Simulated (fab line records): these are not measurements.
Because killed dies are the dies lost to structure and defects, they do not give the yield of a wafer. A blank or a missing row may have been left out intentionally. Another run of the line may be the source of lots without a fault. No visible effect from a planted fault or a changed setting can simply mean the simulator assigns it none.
Which of the tools did it? | flow sfq line | 14 lots with 42 wafers sampled at 2 steps, on a route of 325 steps

== WHAT THE GAUGES READ, wafer by wafer ==
The record holds no reading of a measuring or inspecting step that can be judged against a usual standard deviation.

== WHICH TOOL RAN EACH LOT (tool, then ch and the chambers of the sampled wafers, then the start) ==
lot  | SFQ_TRILAYER_L0_LITHO_PEB_008    | SFQ_TRILAYER_L0_VIA_LITHO_EXPOSE_014
L372 | litho track-02 ch 0, day 2 23:59 | krf scanner-01 ch 0, day 4 17:33
L376 | litho track-02 ch 0, day 3 21:36 | krf scanner-01 ch 0, day 5 17:45
L378 | litho track-02 ch 0, day 4 12:47 | krf scanner-01 ch 0, day 6 06:30
L381 | litho track-02 ch 0, day 5 01:59 | krf scanner-01 ch 0, day 6 18:30
L385 | litho track-04, day 6 00:18      | krf scanner-01, day 7 16:54
L386 | litho track-01, day 6 05:06      | krf scanner-01, day 7 21:42
L387 | litho track-02 ch 0, day 6 09:56 | krf scanner-01 ch 0, day 8 00:18
L389 | litho track-04 ch 0, day 6 18:23 | krf scanner-01 ch 0, day 8 07:54
L390 | litho track-02 ch 0, day 6 23:06 | krf scanner-01 ch 0, day 8 15:48
L391 | litho track-01 ch 0, day 7 05:08 | krf scanner-01 ch 0, day 8 22:00
L392 | litho track-02 ch 0, day 7 10:56 | krf scanner-01 ch 0, day 9 02:48
L393 | litho track-01 ch 0, day 7 15:44 | krf scanner-01 ch 0, day 9 07:36
L394 | litho track-01 ch 0, day 7 19:18 | krf scanner-01 ch 0, day 9 11:00
L395 | litho track-02 ch 0, day 8 00:06 | krf scanner-01 ch 0, day 9 15:48
- SFQ_TRILAYER_L0_LITHO_PEB_008: peb time 60 s.
- SFQ_TRILAYER_L0_VIA_LITHO_EXPOSE_014: exposes mask L0V, target cd 700 nm.

== AS READ BY THE TOOLS THEMSELVES (means over the sampled wafers that have a number; for cases with no such wafer, the mark the record gives instead) ==
SFQ_TRILAYER_L0_LITHO_PEB_008. Usual: chill plate temp C 22.99 C, standard deviation 0.11; exhaust pa 45.1 Pa, standard deviation 0.85; resist line temp C 23.00 C, standard deviation 0.098.
lot  | tool           | chill plate temp C (C) | exhaust pa (Pa) | resist line temp C (C) | flag
L372 | litho track-02 | 22.98                  | 45.1            | 23.00                  |
L376 | litho track-02 | 22.95                  | 45.2            | 23.01                  |
L378 | litho track-02 | 22.96                  | 46.0            | 22.89                  |
L381 | litho track-02 | 23.06                  | 45.7            | 22.97                  |
L385 | litho track-04 | -                      | -               | -                      | OFF
L386 | litho track-01 | -                      | -               | -                      | OFF
L387 | litho track-02 | 23.13                  | 45.2            | 23.10                  |
L389 | litho track-04 | 23.13                  | 46.0            | 22.99                  |
L390 | litho track-02 | 22.88                  | 45.7            | 23.06                  |
L391 | litho track-01 | 23.03                  | 45.2            | 23.01                  |
L392 | litho track-02 | 23.03                  | 45.4            | 22.93                  |
L393 | litho track-01 | 22.84                  | 44.6            | 22.91                  |
L394 | litho track-01 | 23.02                  | 44.8            | 23.08                  |
L395 | litho track-02 | 22.97                  | 46.2            | 23.13                  |

SFQ_TRILAYER_L0_VIA_LITHO_EXPOSE_014. Usual: exposure dose mJ cm2 21.300, standard deviation 0.022; focus offset nm 0.1 nm, standard deviation 0.44.
lot  | tool           | exposure dose mJ cm2 | focus offset nm (nm) | flag
L372 | krf scanner-01 | 21.313               | 0.2                  |
L376 | krf scanner-01 | 21.278               | 0.1                  |
L378 | krf scanner-01 | 21.320               | 0.6                  |
L381 | krf scanner-01 | 21.316               | -0.1                 |
L385 | krf scanner-01 | -                    | -                    | OFF
L386 | krf scanner-01 | -                    | -                    | OFF
L387 | krf scanner-01 | 21.284               | 0.4                  |
L389 | krf scanner-01 | 21.316               | 0.1                  |
L390 | krf scanner-01 | 21.290               | -0.2                 |
L391 | krf scanner-01 | 21.338               | 0.4                  |
L392 | krf scanner-01 | 21.302               | -0.5                 |
L393 | krf scanner-01 | 21.320               | 0.2                  |
L394 | krf scanner-01 | 21.298               | -0.0                 |
L395 | krf scanner-01 | 21.279               | 0.3                  |

== THE ANSWER, worked out from the rows above alone ==
Rule: a lot counts as off when the mean over its wafers that have a number is more than 3 standard deviations away from the usual mean. A lot without any number at a reading at which 4 lots or more have one is off too. All remaining lots with rows at the step are treated as sound. Order of review: gauges by route order, followed by the tools' own readings, for which a lot's mean as printed above is used. At the first step where some lot is off, the reading lying furthest off is the one used; lots without a number count as furthest.
Off: L385, L386 (SFQ_TRILAYER_L0_LITHO_PEB_008, chill plate temp C). Without a number there: L385, L386.
If a tool, at that step or one of the process steps before it, ran each lot that is off and ran no sound lot following the first of them, it fits. Of those tried, none fits.

== WHAT WAS PUT IN BY THE SIMULATOR ==
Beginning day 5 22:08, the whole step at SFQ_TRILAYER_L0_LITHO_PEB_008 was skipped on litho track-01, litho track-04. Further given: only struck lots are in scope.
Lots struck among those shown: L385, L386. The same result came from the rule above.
